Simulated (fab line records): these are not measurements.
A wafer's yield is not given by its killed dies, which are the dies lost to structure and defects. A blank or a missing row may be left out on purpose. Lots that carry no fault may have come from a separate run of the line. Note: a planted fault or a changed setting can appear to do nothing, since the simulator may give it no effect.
Comparing a struck lot with a sound one | flow sky130 | 15 steps out of a route of 708
Sound: wafers L771.3, L771.4, L771.5. Wafers L765.1, L765.2, L765.4 were the ones struck. At the end, the cause is stated.
At each step with rows: each side's tool, then ch and its chambers, then its first start. Under that, the readings that differ: sound wafers | struck wafers | difference of the means | sigmas: that difference in standard deviations of wafers without a fault.
alike: readings whose means differ by less than 2 such deviations, and words and numbers that are the same on both sides. not compared: withheld readings, readings that some wafer has no value for, bounds like >300 that may hide the same value, and numbers for which the record gives no deviation and whose values overlap.
Wherever a step has rows on one side only, a row that says differs or no value, or a row with sigmas, the two part there. Non-overlapping numbers with no deviation appear without sigmas and do not part them. A reading that every wafer of one side lacks parts them only if that side has two wafers or more.

first, 5 steps without rows for these wafers: SKY_LDD_HVN_COAT_02 (resist thk 300 nm); SKY_LDD_HVN_SOFTBAKE_03 (time 60 s); SKY_LDD_HVN_EXPOSE_04 (exposes mask HVNTM, target cd 700 nm); SKY_LDD_HVN_PEB_05; SKY_LDD_HVN_DEVELOP_06 (develop time 60 s).
SKY_LDD_HVN_OVL_MEAS_07:
  sound: overlay-01 at day 25 21:38; struck: overlay-01 at day 23 16:40
  alike: LDD_HVN_OVL
following that, these wafers have no rows for 1 step: SKY_LDD_HVN_IMPLANT_08.
SKY_LDD_HVN_STRIP_09: strips in O2/N2.
  sound on plasma_asher-04 ch 0,1, day 25 21:50; struck on plasma_asher-02 ch 0,1, day 23 16:51
  alike: drypump_motor_current_A, oes_product_au, strip_time_to_endpoint_s
  not compared: rf_hours_counter_h
SKY_LDD_HVN_TW_MEAS_10:
  sound: film_metro-02 at day 25 21:55; struck: film_metro-02 at day 23 16:57
  alike: LDD_HVN_TW
then, 3 steps without rows for these wafers: SKY_LDD_HVP_DEHYDRATE_00 (time 60 s); SKY_LDD_HVP_HMDS_01 (prime time 60 s); SKY_LDD_HVP_COAT_02 (resist thk 300 nm).
SKY_LDD_HVP_SOFTBAKE_03: time 60 s.
  sound on litho_track-03 ch 0, day 26 12:40; struck on litho_track-02 ch 0, day 24 07:13
  reading                  | sound             | struck            | difference | sigmas
  heater_power_total_W (W) | 56.54 56.59 56.65 | 57.25 57.14 57.20 | +0.60      | +13
  plate_temp_C (C)         | 90.01 89.96 90.15 | 91.00 90.67 90.70 | +0.75      | +5
then, 1 step without rows for these wafers: SKY_LDD_HVP_EXPOSE_04 (exposes mask HVPTM, target cd 700 nm).
-- record jumps: 24 days separate the struck wafers' starts on either side; left off in module LDD_HVP, taken up again in module PAD_OPEN, whose first shown step is the route's number 708 --
SKY_PAD_OPEN_PROBE_99:
  sound: prober-02 at day 49 10:51; struck: prober-02 at day 47 20:56
  alike: killed_at_M0_to_M3, killed_at_M4_up, killed_at_contacts, killed_at_front_end, killed_at_other, killed_dies, killed_open, killed_short

== WHERE THEY PART ==
Within this record, at SKY_LDD_HVP_SOFTBAKE_03 only. Later steps at which nothing parts them and some readings are alike: SKY_PAD_OPEN_PROBE_99.

WHY: whatever the simulator had introduced
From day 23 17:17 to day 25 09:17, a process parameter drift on litho_track-02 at SKY_LDD_HVP_SOFTBAKE_03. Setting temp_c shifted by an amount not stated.
